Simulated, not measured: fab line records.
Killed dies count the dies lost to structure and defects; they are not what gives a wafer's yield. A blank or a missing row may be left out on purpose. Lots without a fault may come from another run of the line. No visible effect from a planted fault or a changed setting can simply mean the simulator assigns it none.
Problem report in the 8D (eight disciplines) form, filled by code ; flow sky130 ; the parts of the form that need people (team, actions taken, sign-off) are left out

1. WHAT WENT WRONG
Wafers free of any fault read 0.1264 ohm/sq (standard deviation 0.0016) for METAL2_ALCU_RS at SKY_METAL2_RS_MEAS_05, against a mean of 0.0679 ohm/sq on 3 wafers of 2 lots. That is -37 standard deviations from the usual mean.
The step: measures by four-point-probe.
First observed at day 38 13:11: wafer L869.3, on film metro-01. The record has a number at this step for 42 wafers belonging to 14 lots. Rule for "out", or "out of limits": more than 4 standard deviations from the usual mean. All remaining wafers that have a number are taken as sound.

2. WHAT THIS IS AND IS NOT
question;is;is not
which readings at this step;METAL2_ALCU_RS;-
which lots;L869, L876;L857, L859, L860, L861, L863, L865, L866, L867, L868, L875, L878, L879
which wafers of those lots;L869.3, L876.2, L876.3;L869.1, L869.5, L876.6
read on which gauges;film metro-01, film metro-03;film metro-02
when;from day 38 13:11;"up to then (29 sound wafers); but 10 sound wafers of L875, L876, L878, L879 came after"

3. SUSPECTS, AND WHAT RULES EACH OUT
Counting: a tool at a process step up to the reading stays a suspect if it ran every lot that is out. Sound lots after the first of them don't rule it out here, since some wafers of a struck lot are sound.
- the gauge at SKY_METAL2_RS_MEAS_05 is ruled out. Those wafers that are out were read across 2 gauges (film metro-01, film metro-03).
- rie metal-01 at SKY_METAL1_ETCH_18 (etches BARC in N2/H2, stops on SiO2, time 45.9 s, target depth 60 nm): kept. Ran every lot that is out, first one L869 (day 37 08:44); last sound lot up to then L863 (day 35 04:02).
- pvd sputter-04 at SKY_VIA1_SPUTTER_20 (material TiN, target thk 20 nm, time 80 s): kept. Ran every lot that is out, first one L869 (day 38 12:23); last sound lot up to then L868 (day 38 00:23).
- pvd sputter-04 at SKY_METAL2_SPUTTER_02 (material AlCu, target thk 250 nm, time 13.3 s): kept. Ran every lot that is out, first one L869 (day 38 13:06); last sound lot up to then L868 (day 38 01:04).
The count leaves rie metal-01 at SKY_METAL1_ETCH_18, pvd sputter-04 at SKY_VIA1_SPUTTER_20, and pvd sputter-04 at SKY_METAL2_SPUTTER_02.

4. THE CAUSE (what the simulator had put in)
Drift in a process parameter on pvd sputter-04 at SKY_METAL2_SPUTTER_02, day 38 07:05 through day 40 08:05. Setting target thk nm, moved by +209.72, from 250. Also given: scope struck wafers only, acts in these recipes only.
Of the 3 suspects that counting leaves, this tool is one.

5. THE EFFECT CHAIN, in route order
Rows list readings where the struck wafers' mean (over those with a number) sits beyond 3 standard deviations from the usual. Scope: only readings with a usual standard deviation given in the record; hours: median across lots of the time from each lot's start at the first step in this table that gives one to its start at this step; sigmas: change in usual standard deviations.
hours;step;reading;usual;on struck wafers;change;sigmas
0;SKY_METAL2_RS_MEAS_05;METAL2_ALCU_RS;0.1264 ohm/sq;0.0679;-0.0585;-37
0;SKY_METAL2_THK_MEAS_06;METAL2_ALCU_THK;251 nm;460;+209;+60
25;SKY_METAL2_METAL_ETCH_19;oes product au;0.855 a.u.;1.001;+0.146;+27
The process steps in it:
- SKY_METAL2_METAL_ETCH_19: etches the open film in Cl2/BCl3, stops on SiO2, target depth 360 nm, time 78 s.

6. HOW IT WOULD HAVE BEEN CAUGHT EARLIER
In this record the first reading out of limits at a measuring or inspecting step was taken at day 38 13:11, 6 hours after the fault began at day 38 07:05.
Of the tool readings at SKY_METAL2_SPUTTER_02 for which the record gives a usual standard deviation, none was out on any struck wafer, so an alarm limit of 4 standard deviations on them would not have fired.
Lots out: 2; of these, L876 started SKY_METAL2_SPUTTER_02 on pvd sputter-04 after day 38 13:11. Putting the tool on hold at that point would have spared it.
